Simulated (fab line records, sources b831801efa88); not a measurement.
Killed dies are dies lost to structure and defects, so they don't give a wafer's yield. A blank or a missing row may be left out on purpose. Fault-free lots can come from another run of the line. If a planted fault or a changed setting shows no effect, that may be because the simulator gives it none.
A lot that was struck, set against a sound lot :: flow sky130 :: 18 out of 708 route steps
Sound: these wafers, L729.1, L729.4, L729.6. Wafers L741.2, L741.4, L741.6 were the ones struck. The cause is named last.
Per side, at each step with rows, come the tool, then ch with its chambers, and then its first start. Under that, the readings that differ: sound wafers :: struck wafers :: difference of the means :: sigmas: that difference in standard deviations of wafers without a fault.
alike: readings with means less than 2 such deviations apart, plus words and numbers identical on both sides. not compared: withheld readings, readings lacking a value on some wafer, bounds such as >300 that could conceal the same value, and numbers that have no deviation in the record and whose values overlap.
The two part at a step that has a row with sigmas, a row that says differs or no value, or rows on one side only. Non-overlapping numbers with no deviation appear without sigmas and do not part them. A reading missing from all wafers of one side parts the sides only when that side holds two or more wafers.

first, 3 steps without rows for these wafers: SKY_LI_CONTACT_EXPOSE_09 (exposes mask LICM1, target cd 170 nm); SKY_LI_CONTACT_PEB_10; SKY_LI_CONTACT_DEVELOP_11 (develop time 60 s).
SKY_LI_CONTACT_CD_MEAS_12 targets a cd of 170 nm.
  sound: cd sem-01 at day 29 09:14; struck: cd sem-02 at day 33 22:32
  alike: cd nm
SKY_LI_CONTACT_OVL_MEAS_13:
  sound: overlay-01 at day 29 09:22; struck: overlay-02 at day 33 22:38
  alike: LI_CONTACT_OVL
SKY_LI_CONTACT_ETCH_14: etches BARC in N2/H2, stops on SiO2, time 45.9 s, target depth 60 nm.
  sound on rie diel-04 ch 0,2,3, day 29 09:24; struck on rie diel-02 ch 0,1,2, day 33 22:40
  alike: drypump motor current A, oes product au, throttle valve pct
  not compared: rf hours counter h
SKY_LI_CONTACT_ETCH_15: etches PSG in C4F8/O2/Ar, stops on Si, target depth 600 nm.
  sound on rie diel-04 ch 0,2,3, day 29 09:26; struck on rie diel-02 ch 0,1,2, day 33 22:43
  alike: oes product au
SKY_LI_CONTACT_STRIP_16: strips in O2/N2.
  sound on plasma asher-01 ch 0, day 29 09:32; struck on plasma asher-01 ch 0, day 33 22:48
  alike: drypump motor current A, oes product au, strip time to endpoint s
  not compared: rf hours counter h
then, 3 steps without rows for these wafers: SKY_LI_CONTACT_CLEAN_17 (cleans in NMP, time 600 s); SKY_LI_CONTACT_PRE_CLEAN_18 (time 5.6 s); SKY_LI_CONTACT_SPUTTER_19 (material Ti, target thk 20 nm, time 106.37 s).
SKY_LI_CONTACT_SPUTTER_20: material TiN, target thk 20 nm, time 80 s.
  sound: pvd sputter-01 at day 29 09:54; struck: pvd sputter-03 at day 33 23:10
  alike: throttle valve pct
SKY_LI_CONTACT_CVD_21: deposits W, target thk 400 nm, time 120.56 s.
  sound on cvd w-01 ch 1, day 29 09:58; struck on cvd w-01 ch 0,1, day 33 23:14
reading: model.W_of_LI_CONTACT_CVD_21.thk nm (nm)
sound: 386.8 389.2 386
struck: 445.8 442 442.4
difference: +56.1
sigmas: 
  alike: heater power w
SKY_LI_CONTACT_RS_MEAS_22: measures by four-point-probe.
  sound: film metro-02 at day 29 10:05; struck: film metro-02 at day 33 23:23
reading: LI_CONTACT_W_RS (ohm/sq)
sound: 0.2944 0.2932 0.2960
struck: 0.2557 0.2577 0.2575
difference: -0.0376
sigmas: -13
SKY_LI_CONTACT_THK_MEAS_23: measures by xrf.
  sound: film metro-02 at day 29 10:12; struck: film metro-02 at day 33 23:29
reading: LI_CONTACT_W_THK (nm)
sound: 384 389 388
struck: 442 439 439
difference: +53
sigmas: +9
SKY_LI_CONTACT_CMP_24: polishes, stops on PSG, t overpolish 20 s, target thk 0 nm.
  sound on cmp-01 ch 0,2, day 29 10:19; struck on cmp-02 ch 0,3, day 33 23:35
reading: time to endpoint s (s)
sound: 94 94 93
struck: 111 111 110
difference: +17
sigmas: +5
  alike: head pressure psi, motor current A, retaining ring pressure frac
SKY_LOCAL_INTERCONNECT_SPUTTER_00: material TiN, target thk 100 nm, time 83.3 s.
  sound: pvd sputter-02 at day 29 10:34; struck: pvd sputter-02 at day 33 23:50
  alike: throttle valve pct
-- record jumps: 15 days separate the struck wafers' starts on either side; left off in module LOCAL_INTERCONNECT, taken up again in module PAD_OPEN, whose first shown step is the route's number 708 --
SKY_PAD_OPEN_PROBE_99:
  sound: prober-02 at day 46 00:04; struck: prober-01 at day 49 09:10
  alike: killed_at_M0_to_M3, killed_at_M4_up, killed at contacts, killed at front end, killed at other, killed dies, killed open, killed short

== WHERE THEY PART ==
Last at SKY_LI_CONTACT_CMP_24 as far as this record goes, first at SKY_LI_CONTACT_RS_MEAS_22. Later steps at which nothing parts them and some readings are alike: SKY_LOCAL_INTERCONNECT_SPUTTER_00, SKY_PAD_OPEN_PROBE_99.

WHY: what the simulator had put in
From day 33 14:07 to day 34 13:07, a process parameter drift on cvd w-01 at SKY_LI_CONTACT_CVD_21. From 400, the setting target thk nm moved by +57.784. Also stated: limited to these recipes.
